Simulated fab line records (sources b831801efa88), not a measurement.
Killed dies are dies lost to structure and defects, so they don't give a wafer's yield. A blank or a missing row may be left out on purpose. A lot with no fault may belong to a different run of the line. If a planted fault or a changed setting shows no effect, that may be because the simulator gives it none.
fab line records / flow sky130
record: lots: 6 wafers: 18 last_day: 50
route steps=708 shown RES_XHIGH@332 SD_N@342
lots that met no fault: taken from a fault-free run of the same line
start_h: start of the lot's first displayed wafer, in hours after the record's first day / wait_h: time in hours since the lot's previous step / " as in the row above / L1.1+2: a row that stands for several wafers / - value missing, or start not given / * or withheld: withheld / < > ~ a bound
route shown NAME@n: a module of which the file shows steps, and the number in the route of the first / usual: average and standard deviation across the fault-free wafers / same: alike in all rows / chamber/n: place in a boat / sites: readings site by site / _std_site: how widely they spread, as a standard deviation / _edge_site: inner sites' mean taken away from outer sites' mean / radius_mm: for every site, how far away it sits from the centre of the wafer / mask NAME#n: copy n / behind: tool/chamber where the wafer was last shaped / hold: what put the lot on hold/how long, in hours/how the hold closed / device: the transistor (n, p or np) that didn't switch / end of line: tests run on the same wafers once the route is complete / where a step has no rows: the recipe by itself / killed: dies that structure and defects cost at the first sort, which is not the same as the wafer's yield / map: a wafer's dies, marking killed ones x, the rest . and places with no die _
set.NAME: the run value of the setting; set.NAME@STEP: its run value at that earlier step / model.NAME: the simulator's own value behind a step, which no gauge read
lots at some steps of the route; a table a step, a row a wafer
services: a tool's chamber out of use, with start hour (start_h, from the record's first day; less than 0 if before it), hours out, and reason
== steps ==
step: SKY_RES_XHIGH_DEHYDRATE_00
recipe: temp_c: 200 time_s: 60
step: SKY_RES_XHIGH_HMDS_01
recipe: prime_time_s: 60 prime_temp_c: 120
step: SKY_RES_XHIGH_COAT_02
recipe: resist: NOVOLAK spin_rpm: 3000 resist_thk_nm: 1140
step: SKY_RES_XHIGH_SOFTBAKE_03
recipe: temp_c: 90 time_s: 60 resist: NOVOLAK
step: SKY_RES_XHIGH_EXPOSE_04
recipe: mask_id: URPM na: 0.6 source_shape: conventional sigma_outer: 0.6 polarization: unpolarized target_cd_nm: 1270 dose_mj: 140
step: SKY_RES_XHIGH_PEB_05
recipe: temp_c: withheld time_s: * resist: NOVOLAK
step: SKY_RES_XHIGH_DEVELOP_06
recipe: resist: NOVOLAK developer: TMAH develop_time_s: 60 dev_temp_c: 23
step: SKY_RES_XHIGH_IMPLANT_07
recipe: species: BF2 energy_kev: 20 dose_cm2: 3.6e+14 tilt_deg: 0
step: SKY_RES_XHIGH_STRIP_08
recipe: chemistry: O2/N2 power_w: 1400 pressure_mtorr: 1500 platen_temp_c: withheld o2_flow_sccm: 3000 n2_flow_sccm: 300 overash_fraction: 0.5
usual: drypump_motor_current_A: 5.6/0.36 oes_product_au: 0.710/0.0044 strip_time_to_endpoint_s: 14.28/0.049
lot.wafer=L706.4 tool=plasma_asher-04 chamber=0 start_h=627.12 wait_h=0.1 drypump_motor_current_A=5.4 oes_product_au=0.711 rf_hours_counter_h=- strip_time_to_endpoint_s=14.25
lot.wafer=L706.5 tool=plasma_asher-04 chamber=1 start_h=627.12 wait_h=0.1 drypump_motor_current_A=5.8 oes_product_au=0.710 rf_hours_counter_h=- strip_time_to_endpoint_s=14.26
lot.wafer=L706.6 tool=plasma_asher-04 chamber=0 start_h=627.12 wait_h=0.1 drypump_motor_current_A=5.4 oes_product_au=0.707 rf_hours_counter_h=- strip_time_to_endpoint_s=14.23
lot.wafer=L712.1 tool=plasma_asher-02 chamber=1 start_h=691.96 wait_h=0.1 drypump_motor_current_A=5.4 oes_product_au=0.708 rf_hours_counter_h=99 strip_time_to_endpoint_s=14.31
lot.wafer=L712.2 tool=plasma_asher-02 chamber=0 start_h=691.96 wait_h=0.1 drypump_motor_current_A=6.4 oes_product_au=0.716 rf_hours_counter_h=99 strip_time_to_endpoint_s=14.34
lot.wafer=L712.6 tool=plasma_asher-02 chamber=1 start_h=691.96 wait_h=0.1 drypump_motor_current_A=5.4 oes_product_au=0.718 rf_hours_counter_h=- strip_time_to_endpoint_s=14.31
lot.wafer=L713.1 tool=plasma_asher-04 chamber=0 start_h=693.46 wait_h=0.1 drypump_motor_current_A=5.4 oes_product_au=0.710 rf_hours_counter_h=86 strip_time_to_endpoint_s=14.37
lot.wafer=L713.5 tool=plasma_asher-04 chamber=1 start_h=693.46 wait_h=0.1 drypump_motor_current_A=5.8 oes_product_au=0.704 rf_hours_counter_h=- strip_time_to_endpoint_s=14.33
lot.wafer=L713.6 tool=plasma_asher-04 chamber=0 start_h=693.46 wait_h=0.1 drypump_motor_current_A=5.4 oes_product_au=0.709 rf_hours_counter_h=- strip_time_to_endpoint_s=14.31
lot.wafer=L716.1 tool=plasma_asher-02 chamber=1 start_h=729.58 wait_h=0.1 drypump_motor_current_A=5.4 oes_product_au=0.714 rf_hours_counter_h=103 strip_time_to_endpoint_s=14.27
lot.wafer=L716.5 tool=plasma_asher-02 chamber=0 start_h=729.58 wait_h=0.1 drypump_motor_current_A=6.3 oes_product_au=0.712 rf_hours_counter_h=- strip_time_to_endpoint_s=14.26
lot.wafer=L716.6 tool=plasma_asher-02 chamber=1 start_h=729.58 wait_h=0.1 drypump_motor_current_A=5.4 oes_product_au=0.709 rf_hours_counter_h=- strip_time_to_endpoint_s=14.22
lot.wafer=L728.1 tool=plasma_asher-02 chamber=1 start_h=787.13 wait_h=0.1 drypump_motor_current_A=5.4 oes_product_au=0.717 rf_hours_counter_h=5 strip_time_to_endpoint_s=14.17
lot.wafer=L728.4 tool=plasma_asher-02 chamber=0 start_h=787.13 wait_h=0.1 drypump_motor_current_A=6.4 oes_product_au=0.708 rf_hours_counter_h=- strip_time_to_endpoint_s=14.15
lot.wafer=L728.6 tool=plasma_asher-02 chamber=0 start_h=787.13 wait_h=0.1 drypump_motor_current_A=6.4 oes_product_au=0.715 rf_hours_counter_h=- strip_time_to_endpoint_s=14.18
lot.wafer=L729.2 tool=plasma_asher-02 chamber=0 start_h=805.76 wait_h=0.1 drypump_motor_current_A=6.4 oes_product_au=0.709 rf_hours_counter_h=6 strip_time_to_endpoint_s=14.25
lot.wafer=L729.3 tool=plasma_asher-02 chamber=0 start_h=805.76 wait_h=0.1 drypump_motor_current_A=6.3 oes_product_au=0.715 rf_hours_counter_h=- strip_time_to_endpoint_s=14.26
lot.wafer=L729.6 tool=plasma_asher-02 chamber=0 start_h=805.76 wait_h=0.1 drypump_motor_current_A=6.3 oes_product_au=0.709 rf_hours_counter_h=- strip_time_to_endpoint_s=14.20
step: SKY_RES_XHIGH_TW_MEAS_09
usual: RES_XHIGH_TW: 1612/8.5
lot.wafer=L706.4 tool=film_metro-02 chamber=- start_h=627.21 wait_h=0.1 RES_XHIGH_TW=1609
lot.wafer=L706.5 tool=film_metro-02 chamber=- start_h=627.21 wait_h=0.1 RES_XHIGH_TW=1605
lot.wafer=L706.6 tool=film_metro-02 chamber=- start_h=627.21 wait_h=0.1 RES_XHIGH_TW=1608
lot.wafer=L712.1 tool=film_metro-02 chamber=- start_h=692.06 wait_h=0.1 RES_XHIGH_TW=1617
lot.wafer=L712.2 tool=film_metro-02 chamber=- start_h=692.06 wait_h=0.1 RES_XHIGH_TW=1610
lot.wafer=L712.6 tool=film_metro-02 chamber=- start_h=692.06 wait_h=0.1 RES_XHIGH_TW=1606
lot.wafer=L713.1 tool=film_metro-01 chamber=- start_h=693.56 wait_h=0.1 RES_XHIGH_TW=1616
lot.wafer=L713.5 tool=film_metro-01 chamber=- start_h=693.56 wait_h=0.1 RES_XHIGH_TW=1618
lot.wafer=L713.6 tool=film_metro-01 chamber=- start_h=693.56 wait_h=0.1 RES_XHIGH_TW=1611
lot.wafer=L716.1 tool=film_metro-02 chamber=- start_h=729.68 wait_h=0.1 RES_XHIGH_TW=1605
lot.wafer=L716.5 tool=film_metro-02 chamber=- start_h=729.68 wait_h=0.1 RES_XHIGH_TW=1613
lot.wafer=L716.6 tool=film_metro-02 chamber=- start_h=729.68 wait_h=0.1 RES_XHIGH_TW=1605
lot.wafer=L728.1 tool=film_metro-04 chamber=- start_h=787.23 wait_h=0.1 RES_XHIGH_TW=1634
lot.wafer=L728.4 tool=film_metro-04 chamber=- start_h=787.23 wait_h=0.1 RES_XHIGH_TW=1630
lot.wafer=L728.6 tool=film_metro-04 chamber=- start_h=787.23 wait_h=0.1 RES_XHIGH_TW=1624
lot.wafer=L729.2 tool=film_metro-02 chamber=- start_h=805.87 wait_h=0.1 RES_XHIGH_TW=1604
lot.wafer=L729.3 tool=film_metro-02 chamber=- start_h=805.87 wait_h=0.1 RES_XHIGH_TW=1616
lot.wafer=L729.6 tool=film_metro-02 chamber=- start_h=805.87 wait_h=0.1 RES_XHIGH_TW=1613
step: SKY_SD_N_DEHYDRATE_00
recipe: temp_c: 200 time_s: 60
step: SKY_SD_N_HMDS_01
recipe: prime_time_s: 60 prime_temp_c: 120
step: SKY_SD_N_COAT_02
recipe: resist: NOVOLAK spin_rpm: 3000 resist_thk_nm: 1140
usual: spin_speed_rpm: 2999.9/2.3
lot.wafer=L706.4 tool=litho_track-04 chamber=0 start_h=641.88 wait_h=0.1 spin_speed_rpm=2998.2 model.NOVOLAK_of_SD_N_COAT_02.thk_nm=1141
lot.wafer=L706.5 tool=litho_track-04 chamber=0 start_h=641.88 wait_h=0.1 spin_speed_rpm=3000.3 model.NOVOLAK_of_SD_N_COAT_02.thk_nm=1141
lot.wafer=L706.6 tool=litho_track-04 chamber=0 start_h=641.88 wait_h=0.1 spin_speed_rpm=2999.0 model.NOVOLAK_of_SD_N_COAT_02.thk_nm=1143
lot.wafer=L712.1 tool=litho_track-03 chamber=0 start_h=705.33 wait_h=0.1 spin_speed_rpm=2998.4 model.NOVOLAK_of_SD_N_COAT_02.thk_nm=1144
lot.wafer=L712.2 tool=litho_track-03 chamber=0 start_h=705.33 wait_h=0.1 spin_speed_rpm=3001.5 model.NOVOLAK_of_SD_N_COAT_02.thk_nm=1142
lot.wafer=L712.6 tool=litho_track-03 chamber=0 start_h=705.33 wait_h=0.1 spin_speed_rpm=2998.3 model.NOVOLAK_of_SD_N_COAT_02.thk_nm=1146
lot.wafer=L713.1 tool=litho_track-02 chamber=0 start_h=707.71 wait_h=0.1 spin_speed_rpm=2997.1 model.NOVOLAK_of_SD_N_COAT_02.thk_nm=1137
lot.wafer=L713.5 tool=litho_track-02 chamber=0 start_h=707.71 wait_h=0.1 spin_speed_rpm=2997.1 model.NOVOLAK_of_SD_N_COAT_02.thk_nm=1138
lot.wafer=L713.6 tool=litho_track-02 chamber=0 start_h=707.71 wait_h=0.1 spin_speed_rpm=2994.5 model.NOVOLAK_of_SD_N_COAT_02.thk_nm=1139
lot.wafer=L716.1 tool=litho_track-04 chamber=0 start_h=742.91 wait_h=0.1 spin_speed_rpm=3000.6 model.NOVOLAK_of_SD_N_COAT_02.thk_nm=1141
lot.wafer=L716.5 tool=litho_track-04 chamber=0 start_h=742.91 wait_h=0.1 spin_speed_rpm=2997.3 model.NOVOLAK_of_SD_N_COAT_02.thk_nm=1140
lot.wafer=L716.6 tool=litho_track-04 chamber=0 start_h=742.91 wait_h=0.1 spin_speed_rpm=2998.3 model.NOVOLAK_of_SD_N_COAT_02.thk_nm=1140
lot.wafer=L728.1 tool=litho_track-04 chamber=0 start_h=800.21 wait_h=0.1 spin_speed_rpm=3002.2 model.NOVOLAK_of_SD_N_COAT_02.thk_nm=1138
lot.wafer=L728.4 tool=litho_track-04 chamber=0 start_h=800.21 wait_h=0.1 spin_speed_rpm=3000.3 model.NOVOLAK_of_SD_N_COAT_02.thk_nm=1140
lot.wafer=L728.6 tool=litho_track-04 chamber=0 start_h=800.21 wait_h=0.1 spin_speed_rpm=3001.1 model.NOVOLAK_of_SD_N_COAT_02.thk_nm=575.3
lot.wafer=L729.2 tool=litho_track-04 chamber=0 start_h=819.39 wait_h=0.1 spin_speed_rpm=2998.8 model.NOVOLAK_of_SD_N_COAT_02.thk_nm=576.5
lot.wafer=L729.3 tool=litho_track-04 chamber=0 start_h=819.39 wait_h=0.1 spin_speed_rpm=3001.1 model.NOVOLAK_of_SD_N_COAT_02.thk_nm=1136
lot.wafer=L729.6 tool=litho_track-04 chamber=0 start_h=819.39 wait_h=0.1 spin_speed_rpm=2999.6 model.NOVOLAK_of_SD_N_COAT_02.thk_nm=574.6
step: SKY_SD_N_SOFTBAKE_03
recipe: temp_c: 90 time_s: 60 resist: NOVOLAK
step: SKY_SD_N_EXPOSE_04
recipe: mask_id: NSDM na: 0.6 source_shape: conventional sigma_outer: 0.6 polarization: unpolarized target_cd_nm: 380 dose_mj: 141
step: SKY_SD_N_PEB_05
recipe: temp_c: withheld time_s: * resist: NOVOLAK
step: SKY_SD_N_DEVELOP_06
recipe: resist: NOVOLAK developer: TMAH develop_time_s: 60 dev_temp_c: 23
same: develop_time_s: 60
lot.wafer=L706.4 tool=litho_track-03 chamber=0 start_h=656.21 wait_h=0.1 model.NOVOLAK_of_SD_N_COAT_02.thk_nm=1141
lot.wafer=L706.5 tool=litho_track-03 chamber=0 start_h=656.21 wait_h=0.1 model.NOVOLAK_of_SD_N_COAT_02.thk_nm=1140
lot.wafer=L706.6 tool=litho_track-03 chamber=0 start_h=656.21 wait_h=0.1 model.NOVOLAK_of_SD_N_COAT_02.thk_nm=1143
lot.wafer=L712.1 tool=litho_track-02 chamber=0 start_h=719.11 wait_h=0.1 model.NOVOLAK_of_SD_N_COAT_02.thk_nm=1143
lot.wafer=L712.2 tool=litho_track-02 chamber=0 start_h=719.11 wait_h=0.1 model.NOVOLAK_of_SD_N_COAT_02.thk_nm=1142
lot.wafer=L712.6 tool=litho_track-02 chamber=0 start_h=719.11 wait_h=0.1 model.NOVOLAK_of_SD_N_COAT_02.thk_nm=1145
lot.wafer=L713.1+5 tool=litho_track-02 chamber=0 start_h=720.91 wait_h=0.1 model.NOVOLAK_of_SD_N_COAT_02.thk_nm=1137
lot.wafer=L713.6 tool=litho_track-02 chamber=0 start_h=720.91 wait_h=0.1 model.NOVOLAK_of_SD_N_COAT_02.thk_nm=1139
lot.wafer=L716.1+5+6 tool=litho_track-02 chamber=0 start_h=756.16 wait_h=0.1 model.NOVOLAK_of_SD_N_COAT_02.thk_nm=1140
lot.wafer=L728.1 tool=litho_track-02 chamber=0 start_h=813.21 wait_h=0.1 model.NOVOLAK_of_SD_N_COAT_02.thk_nm=1138
lot.wafer=L728.4 tool=litho_track-02 chamber=0 start_h=813.21 wait_h=0.1 model.NOVOLAK_of_SD_N_COAT_02.thk_nm=1139
lot.wafer=L728.6 tool=litho_track-02 chamber=0 start_h=813.21 wait_h=0.1 model.NOVOLAK_of_SD_N_COAT_02.thk_nm=574.9
lot.wafer=L729.2 tool=litho_track-02 chamber=0 start_h=832.29 wait_h=0.1 model.NOVOLAK_of_SD_N_COAT_02.thk_nm=576.1
lot.wafer=L729.3 tool=litho_track-02 chamber=0 start_h=832.29 wait_h=0.1 model.NOVOLAK_of_SD_N_COAT_02.thk_nm=1135
lot.wafer=L729.6 tool=litho_track-02 chamber=0 start_h=832.29 wait_h=0.1 model.NOVOLAK_of_SD_N_COAT_02.thk_nm=574.2
step: SKY_SD_N_CD_MEAS_07
recipe: target_cd_nm: 380
usual: cd_nm: 380.2/2.1
lot.wafer=L706.4 tool=cd_sem-01 chamber=- start_h=656.34 wait_h=0.1 cd_nm=380.1
lot.wafer=L706.5 tool=cd_sem-01 chamber=- start_h=656.34 wait_h=0.1 cd_nm=378.6
lot.wafer=L706.6 tool=cd_sem-01 chamber=- start_h=656.34 wait_h=0.1 cd_nm=381.3
lot.wafer=L712.1 tool=cd_sem-01 chamber=- start_h=719.26 wait_h=0.1 cd_nm=381.9
lot.wafer=L712.2 tool=cd_sem-01 chamber=- start_h=719.26 wait_h=0.1 cd_nm=382.8
lot.wafer=L712.6 tool=cd_sem-01 chamber=- start_h=719.26 wait_h=0.1 cd_nm=384.5
lot.wafer=L713.1 tool=cd_sem-02 chamber=- start_h=721.06 wait_h=0.1 cd_nm=379.1
lot.wafer=L713.5 tool=cd_sem-02 chamber=- start_h=721.06 wait_h=0.1 cd_nm=379.2
lot.wafer=L713.6 tool=cd_sem-02 chamber=- start_h=721.06 wait_h=0.1 cd_nm=378.4
lot.wafer=L716.1 tool=cd_sem-01 chamber=- start_h=756.31 wait_h=0.1 cd_nm=378.8
lot.wafer=L716.5 tool=cd_sem-01 chamber=- start_h=756.31 wait_h=0.1 cd_nm=377.9
lot.wafer=L716.6 tool=cd_sem-01 chamber=- start_h=756.31 wait_h=0.1 cd_nm=381.3
lot.wafer=L728.1 tool=cd_sem-01 chamber=- start_h=813.36 wait_h=0.1 cd_nm=381.5
lot.wafer=L728.4 tool=cd_sem-01 chamber=- start_h=813.36 wait_h=0.1 cd_nm=382.5
lot.wafer=L728.6 tool=cd_sem-01 chamber=- start_h=813.36 wait_h=0.1 cd_nm=455.3
lot.wafer=L729.2 tool=cd_sem-01 chamber=- start_h=832.43 wait_h=0.1 cd_nm=453.4
lot.wafer=L729.3 tool=cd_sem-01 chamber=- start_h=832.43 wait_h=0.1 cd_nm=380.1
lot.wafer=L729.6 tool=cd_sem-01 chamber=- start_h=832.43 wait_h=0.1 cd_nm=453.5
step: SKY_SD_N_OVL_MEAS_08
usual: SD_N_OVL: 0.1/1.5
lot.wafer=L706.4 tool=overlay-02 chamber=- start_h=656.42 wait_h=0.1 SD_N_OVL[nm]=0.9
lot.wafer=L706.5 tool=overlay-02 chamber=- start_h=656.42 wait_h=0.1 SD_N_OVL[nm]=3.1
lot.wafer=L706.6 tool=overlay-02 chamber=- start_h=656.42 wait_h=0.1 SD_N_OVL[nm]=-1.6
lot.wafer=L712.1 tool=overlay-01 chamber=- start_h=719.38 wait_h=0.1 SD_N_OVL[nm]=-0.1
lot.wafer=L712.2 tool=overlay-01 chamber=- start_h=719.38 wait_h=0.1 SD_N_OVL[nm]=2.9
lot.wafer=L712.6 tool=overlay-01 chamber=- start_h=719.38 wait_h=0.1 SD_N_OVL[nm]=-2.5
lot.wafer=L713.1 tool=overlay-02 chamber=- start_h=721.18 wait_h=0.1 SD_N_OVL[nm]=1.1
lot.wafer=L713.5 tool=overlay-02 chamber=- start_h=721.18 wait_h=0.1 SD_N_OVL[nm]=1.1
lot.wafer=L713.6 tool=overlay-02 chamber=- start_h=721.18 wait_h=0.1 SD_N_OVL[nm]=2.4
lot.wafer=L716.1 tool=overlay-02 chamber=- start_h=756.43 wait_h=0.1 SD_N_OVL[nm]=0.9
lot.wafer=L716.5 tool=overlay-02 chamber=- start_h=756.43 wait_h=0.1 SD_N_OVL[nm]=1.9
lot.wafer=L716.6 tool=overlay-02 chamber=- start_h=756.43 wait_h=0.1 SD_N_OVL[nm]=3.3
lot.wafer=L728.1 tool=overlay-01 chamber=- start_h=813.48 wait_h=0.1 SD_N_OVL[nm]=0.0
lot.wafer=L728.4 tool=overlay-01 chamber=- start_h=813.48 wait_h=0.1 SD_N_OVL[nm]=0.4
lot.wafer=L728.6 tool=overlay-01 chamber=- start_h=813.48 wait_h=0.1 SD_N_OVL[nm]=-0.9
lot.wafer=L729.2 tool=overlay-02 chamber=- start_h=832.54 wait_h=0.1 SD_N_OVL[nm]=1.5
lot.wafer=L729.3 tool=overlay-02 chamber=- start_h=832.54 wait_h=0.1 SD_N_OVL[nm]=0.2
lot.wafer=L729.6 tool=overlay-02 chamber=- start_h=832.54 wait_h=0.1 SD_N_OVL[nm]=-0.5
step: SKY_SD_N_IMPLANT_09
recipe: species: As energy_kev: 50 dose_cm2: 4e+15 tilt_deg: 0
step: SKY_SD_N_IMPLANT_10
recipe: species: P energy_kev: 20 dose_cm2: 1e+14 tilt_deg: 0
step: SKY_SD_N_STRIP_11
recipe: chemistry: O2/N2 power_w: 1400 pressure_mtorr: 1500 platen_temp_c: withheld o2_flow_sccm: 3000 n2_flow_sccm: 300 overash_fraction: 0.5
usual: drypump_motor_current_A: 5.5/0.36 oes_product_au: 0.527/0.0044 strip_time_to_endpoint_s: 22.54/0.043
lot.wafer=L706.4 tool=plasma_asher-02 chamber=0 start_h=656.77 wait_h=0.1 drypump_motor_current_A=6.3 oes_product_au=0.519 rf_hours_counter_h=- strip_time_to_endpoint_s=22.57
lot.wafer=L706.5 tool=plasma_asher-02 chamber=1 start_h=656.77 wait_h=0.1 drypump_motor_current_A=5.4 oes_product_au=0.530 rf_hours_counter_h=- strip_time_to_endpoint_s=22.59
lot.wafer=L706.6 tool=plasma_asher-02 chamber=0 start_h=656.77 wait_h=0.1 drypump_motor_current_A=6.4 oes_product_au=0.528 rf_hours_counter_h=- strip_time_to_endpoint_s=22.59
lot.wafer=L712.1 tool=plasma_asher-01 chamber=1 start_h=719.72 wait_h=0.1 drypump_motor_current_A=5.3 oes_product_au=0.530 rf_hours_counter_h=61 strip_time_to_endpoint_s=22.56
lot.wafer=L712.2 tool=plasma_asher-01 chamber=0 start_h=719.72 wait_h=0.1 drypump_motor_current_A=5.4 oes_product_au=0.535 rf_hours_counter_h=61 strip_time_to_endpoint_s=22.56
lot.wafer=L712.6 tool=plasma_asher-01 chamber=0 start_h=719.72 wait_h=0.1 drypump_motor_current_A=5.4 oes_product_au=0.524 rf_hours_counter_h=- strip_time_to_endpoint_s=22.60
lot.wafer=L713.1 tool=plasma_asher-02 chamber=1 start_h=721.52 wait_h=0.1 drypump_motor_current_A=5.4 oes_product_au=0.531 rf_hours_counter_h=102 strip_time_to_endpoint_s=22.51
lot.wafer=L713.5 tool=plasma_asher-02 chamber=1 start_h=721.52 wait_h=0.1 drypump_motor_current_A=5.4 oes_product_au=0.525 rf_hours_counter_h=- strip_time_to_endpoint_s=22.49
lot.wafer=L713.6 tool=plasma_asher-02 chamber=0 start_h=721.52 wait_h=0.1 drypump_motor_current_A=6.4 oes_product_au=0.519 rf_hours_counter_h=- strip_time_to_endpoint_s=22.52
lot.wafer=L716.1 tool=plasma_asher-02 chamber=0 start_h=756.77 wait_h=0.1 drypump_motor_current_A=6.4 oes_product_au=0.531 rf_hours_counter_h=1 strip_time_to_endpoint_s=22.53
lot.wafer=L716.5 tool=plasma_asher-02 chamber=0 start_h=756.77 wait_h=0.1 drypump_motor_current_A=6.4 oes_product_au=0.521 rf_hours_counter_h=- strip_time_to_endpoint_s=22.56
lot.wafer=L716.6 tool=plasma_asher-02 chamber=1 start_h=756.77 wait_h=0.1 drypump_motor_current_A=5.4 oes_product_au=0.522 rf_hours_counter_h=- strip_time_to_endpoint_s=22.54
lot.wafer=L728.1 tool=plasma_asher-01 chamber=0 start_h=813.82 wait_h=0.1 drypump_motor_current_A=5.4 oes_product_au=0.517 rf_hours_counter_h=71 strip_time_to_endpoint_s=22.50
lot.wafer=L728.4 tool=plasma_asher-01 chamber=1 start_h=813.82 wait_h=0.1 drypump_motor_current_A=5.3 oes_product_au=0.532 rf_hours_counter_h=- strip_time_to_endpoint_s=22.54
lot.wafer=L728.6 tool=plasma_asher-01 chamber=0 start_h=813.82 wait_h=0.1 drypump_motor_current_A=5.4 oes_product_au=0.451 rf_hours_counter_h=- strip_time_to_endpoint_s=16.10
lot.wafer=L729.2 tool=plasma_asher-01 chamber=1 start_h=832.87 wait_h=0.1 drypump_motor_current_A=5.3 oes_product_au=0.443 rf_hours_counter_h=73 strip_time_to_endpoint_s=16.11
lot.wafer=L729.3 tool=plasma_asher-01 chamber=1 start_h=832.87 wait_h=0.1 drypump_motor_current_A=5.3 oes_product_au=0.527 rf_hours_counter_h=- strip_time_to_endpoint_s=22.50
lot.wafer=L729.6 tool=plasma_asher-01 chamber=1 start_h=832.87 wait_h=0.1 drypump_motor_current_A=5.4 oes_product_au=0.447 rf_hours_counter_h=- strip_time_to_endpoint_s=16.10
step: SKY_SD_N_TW_MEAS_12
usual: SD_N_TW: 3922/24
lot.wafer=L706.4 tool=film_metro-02 chamber=- start_h=656.87 wait_h=0.1 SD_N_TW=3924
lot.wafer=L706.5 tool=film_metro-02 chamber=- start_h=656.87 wait_h=0.1 SD_N_TW=3931
lot.wafer=L706.6 tool=film_metro-02 chamber=- start_h=656.87 wait_h=0.1 SD_N_TW=3916
lot.wafer=L712.1 tool=film_metro-04 chamber=- start_h=719.82 wait_h=0.1 SD_N_TW=3926
lot.wafer=L712.2 tool=film_metro-04 chamber=- start_h=719.82 wait_h=0.1 SD_N_TW=3950
lot.wafer=L712.6 tool=film_metro-04 chamber=- start_h=719.82 wait_h=0.1 SD_N_TW=3952
lot.wafer=L713.1 tool=film_metro-01 chamber=- start_h=721.62 wait_h=0.1 SD_N_TW=3914
lot.wafer=L713.5 tool=film_metro-01 chamber=- start_h=721.62 wait_h=0.1 SD_N_TW=3922
lot.wafer=L713.6 tool=film_metro-01 chamber=- start_h=721.62 wait_h=0.1 SD_N_TW=3939
lot.wafer=L716.1 tool=film_metro-02 chamber=- start_h=756.87 wait_h=0.1 SD_N_TW=3910
lot.wafer=L716.5 tool=film_metro-02 chamber=- start_h=756.87 wait_h=0.1 SD_N_TW=3894
lot.wafer=L716.6 tool=film_metro-02 chamber=- start_h=756.87 wait_h=0.1 SD_N_TW=3885
lot.wafer=L728.1 tool=film_metro-01 chamber=- start_h=813.92 wait_h=0.1 SD_N_TW=3895
lot.wafer=L728.4 tool=film_metro-01 chamber=- start_h=813.92 wait_h=0.1 SD_N_TW=3914
lot.wafer=L728.6 tool=film_metro-01 chamber=- start_h=813.92 wait_h=0.1 SD_N_TW=3926
lot.wafer=L729.2 tool=film_metro-02 chamber=- start_h=832.98 wait_h=0.1 SD_N_TW=3902
lot.wafer=L729.3 tool=film_metro-02 chamber=- start_h=832.98 wait_h=0.1 SD_N_TW=3910
lot.wafer=L729.6 tool=film_metro-02 chamber=- start_h=832.98 wait_h=0.1 SD_N_TW=3912
== services ==
tool=plasma_asher-01 chamber=- start_h=618.65 hours=1.5 kind=repair
tool=plasma_asher-01 chamber=- start_h=665.34 hours=1.1 kind=repair
tool=plasma_asher-04 chamber=- start_h=669.09 hours=1.5 kind=repair
tool=plasma_asher-02 chamber=- start_h=733.75 hours=9.0 kind=pm
tool=plasma_asher-02 chamber=0 start_h=733.75 hours=9.0 kind=vent_cycle
tool=plasma_asher-02 chamber=1 start_h=733.75 hours=9.0 kind=vent_cycle
tool=plasma_asher-02 chamber=0 start_h=742.75 hours=- kind=clean
tool=plasma_asher-02 chamber=1 start_h=742.75 hours=- kind=clean
tool=plasma_asher-04 chamber=- start_h=779.48 hours=10.0 kind=repair
tool=litho_track-04 chamber=- start_h=797.26 hours=- kind=consumable_replace:filter
tool=plasma_asher-04 chamber=- start_h=826.84 hours=14.6 kind=pm
== key ==
first_sign: step: SKY_SD_N_CD_MEAS_07 reading: cd_nm direction: up sigmas: 36 usual: 380.2 struck: 454.0
effect: step: SKY_SD_N_STRIP_11 reading: strip_time_to_endpoint_s direction: down sigmas: 99+ usual: * struck: *
model_effect: step: SKY_SD_N_COAT_02 value: NOVOLAK_of_SD_N_COAT_02.thk_nm without: 1136 struck: 575.5
model_effect: step: SKY_SD_N_DEVELOP_06 value: NOVOLAK_of_SD_N_COAT_02.thk_nm without: 1136 struck: 575.1
met_at SKY_SD_N_COAT_02
struck_wafers L728.6,L729.2,L729.6
sort_left_out L728.6,L729.2,L729.6
tester_left_out L728,L729
onset_between 742.91 800.21
fault: kind: process_parameter_drift tool: litho_track-04 chamber: - onset_h: 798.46 steps: SKY_SD_N_COAT_02 channel: resist_thk_nm offset: -562.52 shape: step end_h: 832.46 scope: struck_wafers_only acts_in: these_recipes_only stated: 1140
tester_left_out: of these lots the tester's yield and bins aren't shown, on N5 and GAA mostly nor the transistor test; their killed dies are dies lost to structure and defects alone, not to doping, threshold or leakage, so they don't give the yield
sort_left_out: the simulated sort isn't trusted on such a fault, so these wafers' sort isn't shown, and their yield isn't known
